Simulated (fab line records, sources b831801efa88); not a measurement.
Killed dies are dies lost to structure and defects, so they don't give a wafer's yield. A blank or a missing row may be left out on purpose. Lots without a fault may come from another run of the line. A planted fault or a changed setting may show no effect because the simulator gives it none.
Which tool did it? | flow gf180mcu | 9 lots, 27 wafers sampled, at 5 steps of a route of 602

WHAT THE GAUGES READ, wafer by wafer
GF_DNWELL_TW_MEAS_09.
lot  | measured    | on            | DNWELL_TW
L785 | day 2 21:30 | film_metro-04 | 1328 1321 1329
L786 | day 3 01:02 | film_metro-02 | 1363 1365 1359
L787 | day 3 04:34 | film_metro-02 | 1356 1346 1354
L788 | day 3 12:15 | film_metro-04 | 1308 1315 1313
L789 | day 3 18:25 | film_metro-02 | 1362 1366 1358
L790 | day 3 22:24 | film_metro-02 | 1364 1371 1368
L795 | day 5 02:56 | film_metro-04 | 1323 1318 1330
L796 | day 5 06:58 | film_metro-02 | 1345 1348 1344
L797 | day 5 12:06 | film_metro-04 | 1337 1343 1333

GF_MVPSD_OVL_MEAS_07.
lot  | measured    | on         | MVPSD_OVL (nm)
L785 | day 5 04:03 | overlay-01 | 0.6 1.5 1.6
L786 | day 5 07:48 | overlay-02 | 1.3 1.8 0.7
L787 | day 5 12:28 | overlay-02 | -0.5 1.3 0.2
L788 | day 5 21:15 | overlay-02 | -2.1 -1.6 -1.4
L789 | day 6 03:28 | overlay-01 | -0.9 1.9 -0.3
L790 | day 6 07:43 | overlay-01 | -0.3 0.1 -0.3
L795 | day 7 16:54 | overlay-02 | -0.2 -0.3 0.6
L796 | day 7 21:16 | overlay-01 | 3.2 2.4 3.4
L797 | day 8 01:48 | overlay-01 | 0.8 1.3 1.0

GF_VT_IMPLANT_OVL_MEAS_29.
lot  | measured     | on         | VT_IMPLANT_02_OVL (nm)
L785 | day 7 00:31  | overlay-02 | -1.7 -1.8 -2.1
L786 | day 7 04:31  | overlay-02 | 1.1 0.4 0.3
L787 | day 7 10:20  | overlay-02 | -1.7 -1.4 -2.3
L788 | day 7 19:57  | overlay-02 | -0.2 -2.6 -0.8
L789 | day 8 02:49  | overlay-01 | 1.1 0.1 0.6
L790 | day 8 07:13  | overlay-02 | -0.3 -1.2 0.1
L795 | day 9 18:55  | overlay-02 | 1.3 1.7 0.9
L796 | day 10 00:43 | overlay-01 | 0.5 0.0 1.4
L797 | day 10 05:45 | overlay-01 | -0.5 -1.6 -1.9

GF_VT_IMPLANT_TW_MEAS_32.
lot  | measured     | on            | VT_IMPLANT_3_TW
L785 | day 7 00:49  | film_metro-03 | 269.2 270.3 268.9
L786 | day 7 04:49  | film_metro-02 | 270.9 271.4 272.0
L787 | day 7 10:37  | film_metro-01 | 272.4 272.0 270.6
L788 | day 7 20:14  | film_metro-03 | 269.4 270.3 269.0
L789 | day 8 03:07  | film_metro-02 | 268.8 270.6 271.2
L790 | day 8 07:31  | film_metro-03 | 269.4 268.6 266.8
L795 | day 9 19:13  | film_metro-03 | 416.7 418.2 418.3
L796 | day 10 01:01 | film_metro-02 | 418.5 415.6 417.2
L797 | day 10 06:02 | film_metro-03 | 413.2 418.7 417.6

WHICH TOOL RAN EACH LOT (tool, then ch and the chambers of the sampled wafers, then the start)
lot  | GF_VT_IMPLANT_IMPLANT_30
L785 | implanter-02 ch 0, day 7 00:34
L786 | implanter-01 ch 0, day 7 04:34
L787 | implanter-04 ch 0, day 7 10:23
L788 | implanter-04 ch 0, day 7 19:59
L789 | implanter-02 ch 0, day 8 02:52
L790 | implanter-04 ch 0, day 8 07:16
L795 | implanter-01 ch 0, day 9 18:58
L796 | implanter-04 ch 0, day 10 00:46
L797 | implanter-02 ch 0, day 10 05:47
- GF_VT_IMPLANT_IMPLANT_30

WHAT THE TOOLS THEMSELVES READ (means of the sampled wafers that have a number; where no wafer has one, the mark that the record gives instead)
GF_VT_IMPLANT_IMPLANT_30.
lot  | tool         | dose_ions_cm2
L785 | implanter-02 | 2.5357e+12
L786 | implanter-01 | 2.5343e+12
L787 | implanter-04 | 2.5335e+12
L788 | implanter-04 | 2.5387e+12
L789 | implanter-02 | 2.5308e+12
L790 | implanter-04 | 2.5340e+12
L795 | implanter-01 | 2.5311e+12
L796 | implanter-04 | 2.5351e+12
L797 | implanter-02 | 2.5340e+12

THE ANSWER, worked out from the rows above alone
Rule: what is usual is taken from the lots themselves. Put in order of their means at a reading, lots are off if they are a third of the lots or fewer, leave a main group of 4 or more, and stand apart from it by a gap of 3 or more times the standard deviation of the main group's means; of several such gaps the widest counts. A main group whose means are all the same, to the digits that the tables above print for the reading, isn't used. A lot without any number at a reading at which 4 lots or more have one is off too. The other lots that the step has rows for count as sound. The gauges are gone through in route order, then the tools' own readings, and for those a lot's mean is taken as printed above. The first step at which some lot is off is used, and at that step the reading that is off furthest; a lot without a number counts as furthest.
Off: L795, L796, L797, at GF_VT_IMPLANT_TW_MEAS_32 (VT_IMPLANT_3_TW). The main group: mean 270.1, standard deviation 1.2.
A tool fits if, at a process step before that reading, it ran every lot that is off, and no sound lot after the first of them. The gauges at GF_VT_IMPLANT_TW_MEAS_32 are tried like those tools. None of those tried fits.

WHAT THE SIMULATOR HAD PUT IN
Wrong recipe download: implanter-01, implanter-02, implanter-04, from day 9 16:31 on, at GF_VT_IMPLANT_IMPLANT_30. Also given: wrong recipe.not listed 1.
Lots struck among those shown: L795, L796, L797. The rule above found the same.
